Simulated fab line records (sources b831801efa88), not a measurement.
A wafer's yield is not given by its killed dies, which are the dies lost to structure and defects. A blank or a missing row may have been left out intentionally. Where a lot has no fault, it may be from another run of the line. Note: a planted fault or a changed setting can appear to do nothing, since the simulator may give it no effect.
Chamber matching | flow sky130 | SKY_PASSIVATION_CVD_00 on pecvd-03: 3 sister chambers
The step deposits SiO2, target thk 90 nm. 3 wafers are shown with their chamber, then 7 later ones without.

## WAFERS PAIRED WITH THEIR CHAMBERS
wafer  | chamber | heater-power-w (W)
L667.1 | 2       | 831
L671.2 | 1       | 564
L671.5 | 0       | 436

## WAFERS MISSING THEIR CHAMBER
wafer  | heater-power-w (W)
L671.6 | 572
L673.2 | 522
L673.4 | 502
L673.6 | 527
L674.2 | 567
L674.3 | 565
L674.5 | 563

## WHICH CHAMBER EACH WENT THROUGH
wafer  | from the rows above     | in truth
L671.6 | 1                       | 1
L673.2 | can't be placed: 1 or 0 | 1
L673.4 | can't be placed: 1 or 0 | 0
L673.6 | can't be placed: 1 or 0 | 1
L674.2 | 1                       | 1
L674.3 | 1                       | 1
L674.5 | 1                       | 1
4 of 7 placed correctly. Cannot be placed on the basis of these rows: 3; the candidates contain the true chamber in 3. Wrongly placed: 0.
How it was worked out, from the rows above alone: a wafer's distance from a chamber is the root of the sum, over the readings, of the square of ((its reading less the chamber's mean) divided by the reading's scatter). If the next closest chamber is less than 2 further off than the closest, the wafer can't be placed; otherwise it belongs to the closest. For every chamber, the mean is computed from those of its wafers that are shown. The scatter: root of mean squared gap, hidden wafer to nearest shown wafer, with one shown wafer a chamber.
